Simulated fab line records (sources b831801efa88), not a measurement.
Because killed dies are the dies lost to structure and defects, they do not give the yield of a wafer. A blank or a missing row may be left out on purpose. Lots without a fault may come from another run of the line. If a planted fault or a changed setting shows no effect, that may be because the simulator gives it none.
2 desks, one fault :: flow sky130 :: only its own numbers are on each desk; what lay behind them is given at the end

## METROLOGY DESK
Means of the sampled wafers that have a number, per lot and without regard to the tool the lot ran on: this is what the gauges read. Marked OUT: a lot whose mean sits more than 4 standard deviations from the usual mean, which makes it out of limits; the brackets give that distance.
Columns: A = METAL2_ALCU_THK at SKY_METAL2_THK_MEAS_06, usual 244.8 nm; B = VIA2_W_THK at SKY_VIA2_THK_MEAS_23, usual 405 nm; C = CAPM_TIN_RS at SKY_CAPM_RS_MEAS_03, usual 6.91 ohm/sq; D = CAPM_TIN_THK at SKY_CAPM_THK_MEAS_04, usual 197.6 nm; E = cdNm at SKY_METAL3_CD_MEAS_13, usual 299.8 nm
lot: L155
first seen here: day 34 10:43
A: 245.3
B: 398
C: 6.84
D: 200.5
E: 299.4

lot: L157
first seen here: day 35 04:49
A: 242.8
B: 403
C: 6.83
D: 200.1
E: 301.0

lot: L158
first seen here: day 35 16:04
A: 244.6
B: 403
C: 6.95
D: 195.5
E: 301.5

lot: L160
first seen here: day 36 03:19
A: 244.2
B: 403
C: 6.95
D: 196.0
E: 299.3

lot: L161
first seen here: day 36 10:08
A: 245.5
B: 413
C: 6.89
D: 198.2
E: 299.0

lot: L166
first seen here: day 38 07:10
A: 245.8
B: 405
C: 7.56 (+9.7) OUT
D: 183.5 (-6.1) OUT
E: 301.6

lot: L171
first seen here: day 39 09:28
A: 244.0
B: 406
C: 6.97
D: 195.0
E: 298.0

lot: L173
first seen here: day 40 06:27
A: 241.2
B: 393
C: 6.96
D: 196.3
E: 300.3

lot: L176
first seen here: day 41 10:21
A: 244.0
B: 412
C: 6.87
D: 199.8
E: 299.1

lot: L177
first seen here: day 41 18:59
A: 245.4
B: 404
C: 6.87
D: 198.1
E: 297.2
This desk reports L166 out of limits; the earliest was L166 at day 40 14:00 (CAPM_TIN_RS at SKY_CAPM_RS_MEAS_03). L155, L157, L158, L160, L161, L171, L173, L176, L177: within limits.

## FOR THE TOOL OWNER'S DESK: pvdSputter-02
At SKY_CAPM_SPUTTER_02 (material TiN, target thk 200 nm, time 166.7 s) the tool's own readings: per lot run on this tool, the mean of the sampled wafers that have a number. Marked OUT: a lot whose mean sits more than 4 standard deviations from the usual mean, which makes it out of limits; the brackets give that distance.
Columns: A = cathodeDcPowerW at SKY_CAPM_SPUTTER_02, usual 6500.0 W; B = throttleValvePct at SKY_CAPM_SPUTTER_02, usual 30.0 %
lot: L157
first seen here: day 37 12:50
A: 6500.0
B: 30.7

lot: L158
first seen here: day 37 23:41
A: 6500.0
B: 29.9

lot: L160
first seen here: day 38 11:03
A: 6500.5
B: 28.8

lot: L161
first seen here: day 38 16:48
A: 6500.1
B: 28.9

lot: L166
first seen here: day 40 13:51
A: 6061.8 (-99 or more) OUT
B: 29.5

lot: L176
first seen here: day 43 14:11
A: 6500.9
B: 30.5

lot: L177
first seen here: day 43 22:20
A: 6499.9
B: 30.0
Finding of this desk: L166 out of limits; the first was L166 at day 40 13:51, on cathodeDcPowerW at SKY_CAPM_SPUTTER_02. L157, L158, L160, L161, L176, L177: within limits.

## ALL TOGETHER
The tool owner's desk had the chance to raise an alarm at day 40 13:51 on L166.
An alarm was possible from the metrology desk at day 40 14:00, on L166.
Of the lots named, all ran SKY_CAPM_SPUTTER_02 on pvdSputter-02.

## WHAT HAD BEEN PUT IN BY THE SIMULATOR
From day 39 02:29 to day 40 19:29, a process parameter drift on pvdSputter-02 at SKY_CAPM_SPUTTER_02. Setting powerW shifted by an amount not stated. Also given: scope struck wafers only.
Lots struck among those shown: L166.
Hours from the fault's start to each desk's first reading out of limits: the tool owner's desk, 35; the metrology desk, 36.
